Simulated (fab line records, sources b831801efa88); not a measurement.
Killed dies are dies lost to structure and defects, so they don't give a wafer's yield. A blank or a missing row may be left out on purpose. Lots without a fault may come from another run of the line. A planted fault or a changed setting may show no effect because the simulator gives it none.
A struck lot beside a sound one | flow sky130 | 35 steps out of a route of 708
Sound: wafers L736.1, L736.5, L736.6. Struck: wafers L750.1, L750.5. (L750.3 of the same lot was not struck and is left out.) The cause comes at the end.
At each step with rows: each side's tool, then ch and its chambers, then its first start. Under that, the readings that differ: sound wafers | struck wafers | difference of the means | sigmas: that difference in standard deviations of wafers without a fault.
alike: readings whose means differ by less than 2 such deviations, and words and numbers that are the same on both sides. not compared: withheld readings, readings that some wafer has no value for, bounds like >300 that may hide the same value, and numbers for which the record gives no deviation and whose values overlap.
The two part at a step that has a row with sigmas, a row that says differs or no value, or rows on one side only. Numbers that don't overlap but have no deviation are shown without sigmas and don't part them. A reading that every wafer of one side lacks parts them only if that side has two wafers or more.

SKY_SD_P_CD_MEAS_07: target cd 380 nm.
  sound on cd_sem-01, day 26 19:51; struck on cd_sem-02, day 31 08:46
  alike: cd_nm
SKY_SD_P_OVL_MEAS_08:
  sound on overlay-02, day 26 19:58; struck on overlay-01, day 31 08:53
  alike: SD_P_OVL
then, 1 step without rows for these wafers: SKY_SD_P_IMPLANT_09.
SKY_SD_P_STRIP_10: strips in O2/N2.
  sound on plasma_asher-04 ch 0,1, day 26 20:10; struck on plasma_asher-04 ch 0, day 31 09:04
  alike: drypump_motor_current_A, oes_product_au, strip_time_to_endpoint_s
  not compared: rf_hours_counter_h
SKY_SD_P_TW_MEAS_11:
  sound on film_metro-04, day 26 20:16; struck on film_metro-04, day 31 09:10
  alike: SD_P_TW
then, 7 steps without rows for these wafers: SKY_RES_XHIGH_DEHYDRATE_00 (time 60 s); SKY_RES_XHIGH_HMDS_01 (prime time 60 s); SKY_RES_XHIGH_COAT_02 (resist thk 1140 nm); SKY_RES_XHIGH_SOFTBAKE_03 (time 60 s); SKY_RES_XHIGH_EXPOSE_04 (exposes mask URPM, target cd 1270 nm); SKY_RES_XHIGH_PEB_05; SKY_RES_XHIGH_DEVELOP_06 (develop time 60 s).
SKY_RES_XHIGH_IMPLANT_07:
  sound on implanter-01 ch 0, day 28 01:04; struck on implanter-04 ch 0, day 32 12:11
  reading            | sound       | struck  | difference | sigmas
  faraday_current_uA | 452 451 464 | 630 622 | +170       | +4
SKY_RES_XHIGH_STRIP_08: strips in O2/N2.
  sound on plasma_asher-03 ch 0,1, day 28 01:13; struck on plasma_asher-03 ch 0, day 32 12:20
  reading                      | sound             | struck      | difference | sigmas
  strip_time_to_endpoint_s (s) | 14.34 14.32 14.34 | 14.17 14.21 | -0.14      | -4
  alike: drypump_motor_current_A, oes_product_au
  not compared: rf_hours_counter_h
SKY_RES_XHIGH_TW_MEAS_09:
  sound on film_metro-02, day 28 01:19; struck on film_metro-04, day 32 12:26
  alike: RES_XHIGH_TW
then, 7 steps without rows for these wafers: SKY_SD_N_DEHYDRATE_00 (time 60 s); SKY_SD_N_HMDS_01 (prime time 60 s); SKY_SD_N_COAT_02 (resist thk 1140 nm); SKY_SD_N_SOFTBAKE_03 (time 60 s); SKY_SD_N_EXPOSE_04 (exposes mask NSDM, target cd 380 nm); SKY_SD_N_PEB_05; SKY_SD_N_DEVELOP_06 (develop time 60 s).
SKY_SD_N_CD_MEAS_07: target cd 380 nm.
  sound on cd_sem-02, day 29 05:50; struck on cd_sem-01, day 33 14:46
  alike: cd_nm
SKY_SD_N_OVL_MEAS_08:
  sound on overlay-02, day 29 05:58; struck on overlay-02, day 33 14:53
  alike: SD_N_OVL
then, 2 steps without rows for these wafers: SKY_SD_N_IMPLANT_09; SKY_SD_N_IMPLANT_10.
SKY_SD_N_STRIP_11: strips in O2/N2.
  sound on plasma_asher-03 ch 0,1, day 29 06:18; struck on plasma_asher-01 ch 0,1, day 33 15:13
  alike: drypump_motor_current_A, oes_product_au, strip_time_to_endpoint_s
  not compared: rf_hours_counter_h
SKY_SD_N_TW_MEAS_12:
  sound on film_metro-01, day 29 06:24; struck on film_metro-04, day 33 15:19
  alike: SD_N_TW
then, 1 step without rows for these wafers: SKY_SD_N_CLEAN_13 (cleans in SC1/SC2, time 150 s).
SKY_SD_N_RTA_14: time 2 s.
  sound on rtp_anneal-01 ch 0, day 29 06:31; struck on rtp_anneal-01 ch 0, day 33 15:26
  alike: lamp_power_pct, ramp_up_c_per_s, wafer_temp_C_max
SKY_SD_N_RS_MEAS_16: measures by four-point-probe.
  sound on film_metro-02, day 29 06:41; struck on film_metro-02, day 33 15:39
  alike: SD_N_RS
SKY_SD_N_RS_MEAS_17: measures by four-point-probe.
  sound on film_metro-02, day 29 06:48; struck on film_metro-02, day 33 15:46
  alike: SD_P_RS
SKY_SD_N_RS_MEAS_18: measures by four-point-probe.
  sound on film_metro-02, day 29 06:55; struck on film_metro-02, day 33 15:53
  reading               | sound             | struck      | difference | sigmas
  RES_XHIGH_RS (ohm/sq) | 332.9 333.9 332.9 | 378.7 377.3 | +44.8      | +41
then, 1 step without rows for these wafers: SKY_SALICIDE_CLEAN_00 (cleans in HF-last, time 30 s).
-- the record jumps here: 16 days lie between the struck wafers' starts before and after (it left off in module SALICIDE and takes up again in module PAD_OPEN, whose first step shown is number 708 of the route) --
SKY_PAD_OPEN_PROBE_99:
  sound on prober-02, day 46 21:31; struck on prober-01, day 49 23:39
  reading                              | sound          | struck    | difference | sigmas
  model.etest.res_xhigh_po.line_ohm_um | 5630 5643 5879 | 7559 8053 | +2089      |
  model.etest.res_xhigh_po.rs_ohm_sq   | 1962 1967 2040 | 2632 2796 | +724       |
  alike: killed_at_M0_to_M3, killed_at_M4_up, killed_at_contacts, killed_at_front_end, killed_at_other, killed_dies, killed_open, killed_short

WHERE THEY PART
First at SKY_RES_XHIGH_IMPLANT_07; last, within this record, at SKY_SD_N_RS_MEAS_18. Later steps at which nothing parts them and some readings are alike: SKY_PAD_OPEN_PROBE_99.

WHY: what the simulator had put in
Process parameter drift: implanter-04, from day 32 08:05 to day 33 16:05, at SKY_RES_XHIGH_IMPLANT_07. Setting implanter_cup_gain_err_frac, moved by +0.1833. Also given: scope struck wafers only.
